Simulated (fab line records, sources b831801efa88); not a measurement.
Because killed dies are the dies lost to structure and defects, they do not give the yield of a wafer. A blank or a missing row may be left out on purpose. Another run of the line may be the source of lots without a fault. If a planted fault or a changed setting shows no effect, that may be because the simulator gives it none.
Which tool was responsible?    flow gf180mcu    11 lots, 31 wafers sampled, at 6 steps of a route of 602

## WHAT EACH GAUGE READ, for each wafer
GF_V4_THK_MEAS_25: measures by xrf.
lot   measured      on            V4_W_THK (nm)
L492  day 24 10:07  filmMetro-02  336 349 343
L493  day 24 13:37  filmMetro-02  332 334 335
L496  day 25 19:35  filmMetro-04  344 349 339
L500  day 27 05:04  filmMetro-04  344 347 351
L502  day 27 19:15  filmMetro-04  343 345 340
L503  day 28 04:06  filmMetro-02  358 344 355
L504  day 28 09:18  filmMetro-01  342 335 334
L506  day 28 21:34  filmMetro-01  354 355
L508  day 29 08:53  filmMetro-04  353 348
L513  day 31 03:16  filmMetro-04  351 352 350
L514  day 31 06:10  filmMetro-02  339 340 343

GF_V5_RS_MEAS_24: the measuring method here is four-point-probe.
lot   measured      on            V5_W_RS (ohm/sq)
L492  day 27 03:20  filmMetro-02  0.328 0.321 0.322
L493  day 27 07:17  filmMetro-02  0.325 0.324 0.325
L496  day 28 11:25  filmMetro-04  0.329 0.336 0.326
L500  day 29 18:51  filmMetro-04  0.330 0.324 0.326
L502  day 30 08:25  filmMetro-02  0.328 0.326 0.326
L503  day 30 15:38  filmMetro-02  0.328 0.328 0.326
L504  day 30 20:25  filmMetro-02  0.322 0.331 0.329
L506  day 31 08:10  filmMetro-02  0.541 0.527 0.541 0.527
L508  day 31 18:10  filmMetro-02  0.541 0.539 0.541 0.540
L513  day 33 08:26  filmMetro-02  0.324 0.322 0.324
L514  day 33 11:24  filmMetro-03  0.328 0.326 0.326

GF_V5_THK_MEAS_25: measures by xrf.
lot   measured      on            V5_W_THK (nm)
L492  day 27 03:27  filmMetro-02  337 346 344
L493  day 27 07:24  filmMetro-02  340 342 342
L496  day 28 11:32  filmMetro-04  336 328 340
L500  day 29 18:57  filmMetro-04  342 347 344
L502  day 30 08:32  filmMetro-02  341 343 344
L503  day 30 15:44  filmMetro-02  341 340 342
L504  day 30 20:32  filmMetro-02  349 339 341
L506  day 31 10:16  filmMetro-02  209 215 209 215
L508  day 32 00:56  filmMetro-02  212 212 211 212
L513  day 33 08:31  filmMetro-02  344 344 344
L514  day 33 11:31  filmMetro-03  337 339 338

## WHAT TOOL EACH LOT RAN ON (gives the tool, then ch and the chambers of the sampled wafers, and finally the start)
lot   GF_MIM_SPUTTER_01            GF_MIM_STRIP_20                      GF_V5_CVD_23
L492  pvdSputter-02, day 24 10:34  plasmaAsher-01 ch 0,1, day 25 07:35  cvdW-02 ch 0,1, day 27 03:13
L493  pvdSputter-03, day 24 14:05  plasmaAsher-01 ch 0,1, day 25 11:29  cvdW-01 ch 0, day 27 07:10
L496  pvdSputter-03, day 25 20:03  plasmaAsher-01 ch 0,1, day 26 16:55  cvdW-02 ch 0,1, day 28 11:18
L500  pvdSputter-02, day 27 05:30  plasmaAsher-01 ch 0,1, day 28 01:41  cvdW-02 ch 0,1, day 29 18:44
L502  pvdSputter-03, day 27 19:43  plasmaAsher-03 ch 0,1, day 28 14:47  cvdW-02 ch 0,1, day 30 08:18
L503  pvdSputter-02, day 28 04:33  plasmaAsher-01 ch 0,1, day 28 23:41  cvdW-01 ch 0,1, day 30 15:30
L504  pvdSputter-03, day 28 09:45  plasmaAsher-04 ch 0, day 29 04:53    cvdW-01 ch 0,1, day 30 20:17
L506  pvdSputter-02, day 28 22:12  plasmaAsher-01 ch 0,1, day 29 16:37  cvdW-02 ch 0,1, day 31 08:04
L508  pvdSputter-03, day 29 09:20  plasmaAsher-04 ch 0, day 30 04:08    cvdW-02 ch 0,1, day 31 18:04
L513  pvdSputter-03, day 31 03:41  plasmaAsher-04 ch 0,1, day 31 21:02  cvdW-01 ch 0,1, day 33 08:18
L514  pvdSputter-01, day 31 06:37  plasmaAsher-03 ch 0,1, day 32 00:35  cvdW-01 ch 0,1, day 33 11:17
- GF_MIM_SPUTTER_01: material TiN, target thk 30 nm, time 25 s.
- GF_MIM_STRIP_20: strips in O2/N2.
- GF_V5_CVD_23: deposits W, target thk 350 nm, time 104.9 s.

## WHAT THE TOOLS THEMSELVES READ (means of the sampled wafers that have a number; where no wafer has one, the mark that the record gives instead)
GF_MIM_SPUTTER_01.
lot   tool           throttleValvePct (%)
L492  pvdSputter-02  29.8
L493  pvdSputter-03  30.5
L496  pvdSputter-03  29.4
L500  pvdSputter-02  29.6
L502  pvdSputter-03  29.8
L503  pvdSputter-02  30.1
L504  pvdSputter-03  30.4
L506  pvdSputter-02  31.4
L508  pvdSputter-03  29.5
L513  pvdSputter-03  30.1
L514  pvdSputter-01  28.3

GF_MIM_STRIP_20.
lot   tool            drypumpMotorCurrentA (A)  heaterPowerW (W)  oesProductAu (a.u.)  stripTimeToEndpointS (s)
L492  plasmaAsher-01  5.65                      374               0.695                11.22
L493  plasmaAsher-01  5.63                      381               0.688                11.14
L496  plasmaAsher-01  5.76                      380               0.689                11.18
L500  plasmaAsher-01  5.65                      373               0.687                11.15
L502  plasmaAsher-03  5.65                      338               0.696                11.26
L503  plasmaAsher-01  5.63                      372               0.689                11.28
L504  plasmaAsher-04  5.34                      322               0.692                11.20
L506  plasmaAsher-01  5.71                      384               0.685                11.19
L508  plasmaAsher-04  5.34                      330               0.685                11.15
L513  plasmaAsher-04  5.61                      334               0.686                11.14
L514  plasmaAsher-03  5.47                      334               0.687                11.19

GF_V5_CVD_23.
lot   tool     heaterPowerOuterW (W)  heaterPowerW (W)
L492  cvdW-02  531                    906
L493  cvdW-01  502                    875
L496  cvdW-02  529                    918
L500  cvdW-02  504                    825
L502  cvdW-02  503                    828
L503  cvdW-01  591                    985
L504  cvdW-01  587                    977
L506  cvdW-02  512                    854
L508  cvdW-02  504                    858
L513  cvdW-01  543                    946
L514  cvdW-01  594                    990

## THE ANSWER, worked out from the rows above alone
Rule: the usual values come from the lots themselves. The widest of any qualifying gaps counts: lots, ordered by their means at a reading, are off when they make up no more than a third of the lots, leave a main group of 4 or more, and stand apart from it by 3 or more times the standard deviation of that group's means. A main group whose means are all the same, to the digits that the tables above print for the reading, isn't used. Also off: a lot with no number at a reading for which 4 or more lots have one. All remaining lots with rows at the step are treated as sound. Order of review: gauges by route order, followed by the tools' own readings, for which a lot's mean as printed above is used. The first step at which some lot is off is used, and at that step the reading that is off furthest; a lot without a number counts as furthest.
Off: at GF_V5_RS_MEAS_24 (V5_W_RS), L506, L508. The main group has a mean of 0.326 ohm/sq with a standard deviation of 0.002.
A tool fits if, at a process step before that reading, it ran every lot that is off, and no sound lot after the first of them. Gauges at GF_V5_RS_MEAS_24: tried the same way as those tools. One fits: GF_V5_CVD_23 on cvdW-02. A fault onset in the window from L502 (day 30 08:18, its last sound lot) to L506 (day 31 08:04, its first lot off) fits.

## WHAT THE SIMULATOR PUT IN
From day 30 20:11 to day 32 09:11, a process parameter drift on cvdW-02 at GF_V5_CVD_23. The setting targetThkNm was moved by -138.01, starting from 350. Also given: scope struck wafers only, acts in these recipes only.
Struck lots among those shown: L506, L508. The rule given above showed the same thing.
